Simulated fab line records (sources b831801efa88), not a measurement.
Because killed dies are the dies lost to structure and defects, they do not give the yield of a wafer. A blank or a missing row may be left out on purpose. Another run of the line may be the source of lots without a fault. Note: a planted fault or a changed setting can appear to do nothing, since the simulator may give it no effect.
Which of the tools did it? / flow gf180mcu / 11 lots, 33 wafers sampled, at 6 steps of a route of 602

WHAT THE GAUGES SHOWED, per wafer
GF_HV_LDD_TW_MEAS_11. Usual: HV_LDD_TW typically reads 2432, with standard deviation 14.
lot=L811; measured=day 10 11:58; on=film metro-02; HV_LDD_TW=2429 2427 2429; flag=
lot=L812; measured=day 10 12:08; on=film metro-04; HV_LDD_TW=2448 2448 2453; flag=
lot=L813; measured=day 10 22:47; on=film metro-04; HV_LDD_TW=2447 2454 2454; flag=
lot=L815; measured=day 11 11:25; on=film metro-04; HV_LDD_TW=2434 2418 2425; flag=
lot=L816; measured=day 11 15:01; on=film metro-02; HV_LDD_TW=2422 2420 2428; flag=
lot=L822; measured=day 13 15:45; on=film metro-04; HV_LDD_TW=2628 2614 2625 2623 2619 2618; flag=OFF
lot=L823; measured=day 13 23:58; on=film metro-02; HV_LDD_TW=2592 2590 2601 2590 2599 2588; flag=OFF
lot=L827; measured=day 15 04:53; on=film metro-04; HV_LDD_TW=2432 2444 2461; flag=
lot=L831; measured=day 16 16:40; on=film metro-02; HV_LDD_TW=2409 2401 2408; flag=
lot=L832; measured=day 17 03:05; on=film metro-01; HV_LDD_TW=2449 2441 2431; flag=
lot=L833; measured=day 17 12:16; on=film metro-02; HV_LDD_TW=2429 2420 2418; flag=

GF_HV_LDD_RS_MEAS_53: measurement is done with a four-point probe. Usual: HV_LDD_RS typically reads 418.3 ohm/sq, with standard deviation 0.98.
lot=L811; measured=day 12 21:20; on=film metro-01; HV_LDD_RS (ohm/sq)=420.1 419.5 419.9; flag=
lot=L812; measured=day 12 21:37; on=film metro-04; HV_LDD_RS (ohm/sq)=419.1 419.1 418.0; flag=
lot=L813; measured=day 13 09:30; on=film metro-02; HV_LDD_RS (ohm/sq)=417.8 416.7 415.8; flag=
lot=L815; measured=day 13 23:30; on=film metro-01; HV_LDD_RS (ohm/sq)=418.3 418.5 418.5; flag=
lot=L816; measured=day 14 03:23; on=film metro-04; HV_LDD_RS (ohm/sq)=419.0 418.5 418.2; flag=
lot=L822; measured=day 16 08:51; on=film metro-02; HV_LDD_RS (ohm/sq)=413.4 412.0 411.5 413.1 412.0 412.5; flag=OFF
lot=L823; measured=day 16 16:46; on=film metro-04; HV_LDD_RS (ohm/sq)=412.3 413.7 413.8 413.0 413.5 412.4; flag=OFF
lot=L827; measured=day 18 00:50; on=film metro-01; HV_LDD_RS (ohm/sq)=418.8 419.2 418.3; flag=
lot=L831; measured=day 19 12:43; on=film metro-01; HV_LDD_RS (ohm/sq)=418.9 419.8 419.5; flag=
lot=L832; measured=day 20 00:37; on=film metro-02; HV_LDD_RS (ohm/sq)=419.5 418.9 419.0; flag=
lot=L833; measured=day 20 10:28; on=film metro-02; HV_LDD_RS (ohm/sq)=417.9 416.9 416.5; flag=

WHICH TOOL RAN EACH LOT (tool, then ch and the chambers of the sampled wafers, then the start)
lot=L811; GF_MVPSD_STRIP_10=plasma asher-03 ch 0,1, day 5 09:43; GF_VT_IMPLANT_STRIP_20=plasma asher-04 ch 0,1, day 6 15:55; GF_VT_IMPLANT_STRIP_31=plasma asher-04 ch 0,1, day 7 07:01; GF_HV_LDD_IMPLANT_09=implanter-04 ch 0, day 10 11:45
lot=L812; GF_MVPSD_STRIP_10=plasma asher-03 ch 0, day 5 11:50; GF_VT_IMPLANT_STRIP_20=plasma asher-02 ch 0, day 6 17:14; GF_VT_IMPLANT_STRIP_31=plasma asher-04 ch 0,1, day 7 08:38; GF_HV_LDD_IMPLANT_09=implanter-01 ch 0, day 10 11:54
lot=L813; GF_MVPSD_STRIP_10=plasma asher-03 ch 0,1, day 5 18:11; GF_VT_IMPLANT_STRIP_20=plasma asher-02 ch 0,1, day 6 23:59; GF_VT_IMPLANT_STRIP_31=plasma asher-01 ch 0, day 7 15:56; GF_HV_LDD_IMPLANT_09=implanter-01 ch 0, day 10 22:33
lot=L815; GF_MVPSD_STRIP_10=plasma asher-03 ch 0,1, day 6 06:20; GF_VT_IMPLANT_STRIP_20=plasma asher-04 ch 0,1, day 7 12:47; GF_VT_IMPLANT_STRIP_31=plasma asher-01 ch 0,1, day 8 05:00; GF_HV_LDD_IMPLANT_09=implanter-04 ch 0, day 11 11:10
lot=L816; GF_MVPSD_STRIP_10=plasma asher-03 ch 0,1, day 6 10:50; GF_VT_IMPLANT_STRIP_20=plasma asher-02 ch 0,1, day 7 17:07; GF_VT_IMPLANT_STRIP_31=plasma asher-01 ch 0,1, day 8 09:20; GF_HV_LDD_IMPLANT_09=implanter-01 ch 0, day 11 14:48
lot=L822; GF_MVPSD_STRIP_10=plasma asher-02 ch 1, day 7 21:56; GF_VT_IMPLANT_STRIP_20=plasma asher-01 ch 0, day 9 07:32; GF_VT_IMPLANT_STRIP_31=plasma asher-02 ch 0,1, day 10 00:54; GF_HV_LDD_IMPLANT_09=implanter-04 ch 0, day 13 15:28
lot=L823; GF_MVPSD_STRIP_10=plasma asher-03 ch 0,1, day 8 07:07; GF_VT_IMPLANT_STRIP_20=plasma asher-02 ch 0,1, day 9 16:53; GF_VT_IMPLANT_STRIP_31=plasma asher-01 ch 0,1, day 10 10:26; GF_HV_LDD_IMPLANT_09=implanter-04 ch 0, day 13 23:45
lot=L827; GF_MVPSD_STRIP_10=plasma asher-03 ch 0,1, day 9 05:17; GF_VT_IMPLANT_STRIP_20=plasma asher-01 ch 0,1, day 10 16:57; GF_VT_IMPLANT_STRIP_31=plasma asher-04 ch 0,1, day 11 11:14; GF_HV_LDD_IMPLANT_09=implanter-01 ch 0, day 15 04:38
lot=L831; GF_MVPSD_STRIP_10=plasma asher-01 ch 0,1, day 10 12:04; GF_VT_IMPLANT_STRIP_20=plasma asher-02 ch 0,1, day 12 01:31; GF_VT_IMPLANT_STRIP_31=plasma asher-04 ch 0,1, day 12 20:30; GF_HV_LDD_IMPLANT_09=implanter-01 ch 0, day 16 16:26
lot=L832; GF_MVPSD_STRIP_10=plasma asher-01 ch 0,1, day 10 16:12; GF_VT_IMPLANT_STRIP_20=plasma asher-01 ch 0,1, day 12 05:24; GF_VT_IMPLANT_STRIP_31=plasma asher-04 ch 0,1, day 13 01:23; GF_HV_LDD_IMPLANT_09=implanter-04 ch 0, day 17 02:50
lot=L833; GF_MVPSD_STRIP_10=plasma asher-02 ch 0,1, day 11 00:10; GF_VT_IMPLANT_STRIP_20=plasma asher-01 ch 0,1, day 12 14:01; GF_VT_IMPLANT_STRIP_31=plasma asher-01 ch 0,1, day 13 09:43; GF_HV_LDD_IMPLANT_09=implanter-04 ch 0, day 17 12:02
- GF_MVPSD_STRIP_10: strips in O2/N2.
- GF_VT_IMPLANT_STRIP_20: strips in O2/N2.
- GF_VT_IMPLANT_STRIP_31: strips in O2/N2.
- GF_HV_LDD_IMPLANT_09

WHAT THE TOOLS THEMSELVES READ (means of the sampled wafers that have a number; where no wafer has one, the mark that the record gives instead)
GF_MVPSD_STRIP_10. Usual: drypump motor current A 6.1 A, standard deviation 0.53; heater power w 332 W, standard deviation 16; oes product au 0.723 a.u., standard deviation 0.0044; strip time to endpoint s 36.95 s, standard deviation 0.1.
lot=L811; tool=plasma asher-03; drypump motor current A (A)=6.0; heater power w (W)=335; oes product au (a.u.)=0.720; strip time to endpoint s (s)=37.07; flag=
lot=L812; tool=plasma asher-03; drypump motor current A (A)=5.3; heater power w (W)=318; oes product au (a.u.)=0.723; strip time to endpoint s (s)=36.97; flag=
lot=L813; tool=plasma asher-03; drypump motor current A (A)=5.7; heater power w (W)=329; oes product au (a.u.)=0.723; strip time to endpoint s (s)=36.89; flag=
lot=L815; tool=plasma asher-03; drypump motor current A (A)=6.1; heater power w (W)=334; oes product au (a.u.)=0.726; strip time to endpoint s (s)=37.29; flag=OFF
lot=L816; tool=plasma asher-03; drypump motor current A (A)=6.0; heater power w (W)=338; oes product au (a.u.)=0.723; strip time to endpoint s (s)=36.84; flag=
lot=L822; tool=plasma asher-02; drypump motor current A (A)=6.3; heater power w (W)=356; oes product au (a.u.)=0.721; strip time to endpoint s (s)=36.88; flag=
lot=L823; tool=plasma asher-03; drypump motor current A (A)=6.1; heater power w (W)=330; oes product au (a.u.)=0.723; strip time to endpoint s (s)=36.99; flag=
lot=L827; tool=plasma asher-03; drypump motor current A (A)=5.7; heater power w (W)=323; oes product au (a.u.)=0.721; strip time to endpoint s (s)=36.86; flag=
lot=L831; tool=plasma asher-01; drypump motor current A (A)=5.9; heater power w (W)=329; oes product au (a.u.)=0.724; strip time to endpoint s (s)=37.00; flag=
lot=L832; tool=plasma asher-01; drypump motor current A (A)=5.8; heater power w (W)=323; oes product au (a.u.)=0.723; strip time to endpoint s (s)=36.80; flag=
lot=L833; tool=plasma asher-02; drypump motor current A (A)=6.5; heater power w (W)=331; oes product au (a.u.)=0.726; strip time to endpoint s (s)=36.99; flag=

GF_VT_IMPLANT_STRIP_20. Usual: drypump motor current A 6.1 A, standard deviation 0.44; heater power w 341 W, standard deviation 17; oes product au 0.716 a.u., standard deviation 0.0045; strip time to endpoint s 12.63 s, standard deviation 0.038.
lot=L811; tool=plasma asher-04; drypump motor current A (A)=5.7; heater power w (W)=345; oes product au (a.u.)=0.714; strip time to endpoint s (s)=12.62; flag=
lot=L812; tool=plasma asher-02; drypump motor current A (A)=6.7; heater power w (W)=315; oes product au (a.u.)=0.718; strip time to endpoint s (s)=12.57; flag=
lot=L813; tool=plasma asher-02; drypump motor current A (A)=6.4; heater power w (W)=344; oes product au (a.u.)=0.715; strip time to endpoint s (s)=12.65; flag=
lot=L815; tool=plasma asher-04; drypump motor current A (A)=6.0; heater power w (W)=348; oes product au (a.u.)=0.718; strip time to endpoint s (s)=12.66; flag=
lot=L816; tool=plasma asher-02; drypump motor current A (A)=6.6; heater power w (W)=331; oes product au (a.u.)=0.717; strip time to endpoint s (s)=12.66; flag=
lot=L822; tool=plasma asher-01; drypump motor current A (A)=6.4; heater power w (W)=333; oes product au (a.u.)=0.719; strip time to endpoint s (s)=12.63; flag=
lot=L823; tool=plasma asher-02; drypump motor current A (A)=6.6; heater power w (W)=331; oes product au (a.u.)=0.716; strip time to endpoint s (s)=12.66; flag=
lot=L827; tool=plasma asher-01; drypump motor current A (A)=5.8; heater power w (W)=324; oes product au (a.u.)=0.715; strip time to endpoint s (s)=12.64; flag=
lot=L831; tool=plasma asher-02; drypump motor current A (A)=6.6; heater power w (W)=334; oes product au (a.u.)=0.715; strip time to endpoint s (s)=12.62; flag=
lot=L832; tool=plasma asher-01; drypump motor current A (A)=5.9; heater power w (W)=326; oes product au (a.u.)=0.713; strip time to endpoint s (s)=12.63; flag=
lot=L833; tool=plasma asher-01; drypump motor current A (A)=5.9; heater power w (W)=326; oes product au (a.u.)=0.717; strip time to endpoint s (s)=12.63; flag=

GF_VT_IMPLANT_STRIP_31. Usual: drypump motor current A 6.0 A, standard deviation 0.41; heater power w 339 W, standard deviation 16; oes product au 0.716 a.u., standard deviation 0.005; strip time to endpoint s 12.62 s, standard deviation 0.035.
lot=L811; tool=plasma asher-04; drypump motor current A (A)=6.0; heater power w (W)=349; oes product au (a.u.)=0.717; strip time to endpoint s (s)=12.60; flag=
lot=L812; tool=plasma asher-04; drypump motor current A (A)=5.8; heater power w (W)=347; oes product au (a.u.)=0.715; strip time to endpoint s (s)=12.58; flag=
lot=L813; tool=plasma asher-01; drypump motor current A (A)=6.4; heater power w (W)=333; oes product au (a.u.)=0.715; strip time to endpoint s (s)=12.67; flag=
lot=L815; tool=plasma asher-01; drypump motor current A (A)=6.1; heater power w (W)=335; oes product au (a.u.)=0.714; strip time to endpoint s (s)=12.65; flag=
lot=L816; tool=plasma asher-01; drypump motor current A (A)=6.1; heater power w (W)=330; oes product au (a.u.)=0.711; strip time to endpoint s (s)=12.58; flag=
lot=L822; tool=plasma asher-02; drypump motor current A (A)=6.4; heater power w (W)=342; oes product au (a.u.)=0.717; strip time to endpoint s (s)=12.62; flag=
lot=L823; tool=plasma asher-01; drypump motor current A (A)=6.1; heater power w (W)=331; oes product au (a.u.)=0.715; strip time to endpoint s (s)=12.61; flag=
lot=L827; tool=plasma asher-04; drypump motor current A (A)=6.0; heater power w (W)=348; oes product au (a.u.)=0.713; strip time to endpoint s (s)=12.62; flag=
lot=L831; tool=plasma asher-04; drypump motor current A (A)=5.7; heater power w (W)=344; oes product au (a.u.)=0.716; strip time to endpoint s (s)=12.67; flag=
lot=L832; tool=plasma asher-04; drypump motor current A (A)=6.0; heater power w (W)=351; oes product au (a.u.)=0.717; strip time to endpoint s (s)=12.57; flag=
lot=L833; tool=plasma asher-01; drypump motor current A (A)=5.9; heater power w (W)=325; oes product au (a.u.)=0.714; strip time to endpoint s (s)=12.61; flag=

GF_HV_LDD_IMPLANT_09. Usual: beam energy keV 40.000, standard deviation 0.011; beam on s 9.99 s, standard deviation 0.22; end station pressure torr 5.4e-06 Torr, standard deviation 2.9e-07.
lot=L811; tool=implanter-04; beam energy keV=39.999; beam on s (s)=10.17; end station pressure torr (Torr)=5.6e-06; flag=
lot=L812; tool=implanter-01; beam energy keV=40.007; beam on s (s)=10.14; end station pressure torr (Torr)=5.8e-06; flag=
lot=L813; tool=implanter-01; beam energy keV=40.005; beam on s (s)=10.01; end station pressure torr (Torr)=5.7e-06; flag=
lot=L815; tool=implanter-04; beam energy keV=40.007; beam on s (s)=9.84; end station pressure torr (Torr)=5.3e-06; flag=
lot=L816; tool=implanter-01; beam energy keV=40.000; beam on s (s)=9.91; end station pressure torr (Torr)=5.3e-06; flag=
lot=L822; tool=implanter-04; beam energy keV=51.013; beam on s (s)=10.02; end station pressure torr (Torr)=5.2e-06; flag=OFF
lot=L823; tool=implanter-04; beam energy keV=51.025; beam on s (s)=9.91; end station pressure torr (Torr)=5.3e-06; flag=OFF
lot=L827; tool=implanter-01; beam energy keV=40.015; beam on s (s)=9.97; end station pressure torr (Torr)=5.4e-06; flag=
lot=L831; tool=implanter-01; beam energy keV=39.994; beam on s (s)=9.79; end station pressure torr (Torr)=5.3e-06; flag=
lot=L832; tool=implanter-04; beam energy keV=40.010; beam on s (s)=9.91; end station pressure torr (Torr)=5.5e-06; flag=
lot=L833; tool=implanter-04; beam energy keV=39.995; beam on s (s)=9.98; end station pressure torr (Torr)=5.4e-06; flag=

THE ANSWER, worked out from the rows above alone
Rule: take the mean of a lot's wafers that have a number; if it is more than 3 standard deviations from the usual mean, the lot is off. A lot without any number at a reading at which 4 lots or more have one is off too. Where the step has rows for the other lots, those lots are counted as sound. The gauges are gone through in route order, then the tools' own readings, and for those a lot's mean is taken as printed above. The first step at which some lot is off is used, and at that step the reading that is off furthest; a lot without a number counts as furthest.
Off: L822, L823, at GF_HV_LDD_TW_MEAS_11 (HV_LDD_TW).
If a tool, at a process step before that reading, ran all the lots that are off and no sound lot after the first of them, it fits. The gauges at GF_HV_LDD_TW_MEAS_11 aren't tried: what is off there is off at GF_HV_LDD_IMPLANT_09 too, on other tools, and a gauge's error can't cause that. Of those tried, none fits.

WHAT HAD BEEN PUT IN BY THE SIMULATOR
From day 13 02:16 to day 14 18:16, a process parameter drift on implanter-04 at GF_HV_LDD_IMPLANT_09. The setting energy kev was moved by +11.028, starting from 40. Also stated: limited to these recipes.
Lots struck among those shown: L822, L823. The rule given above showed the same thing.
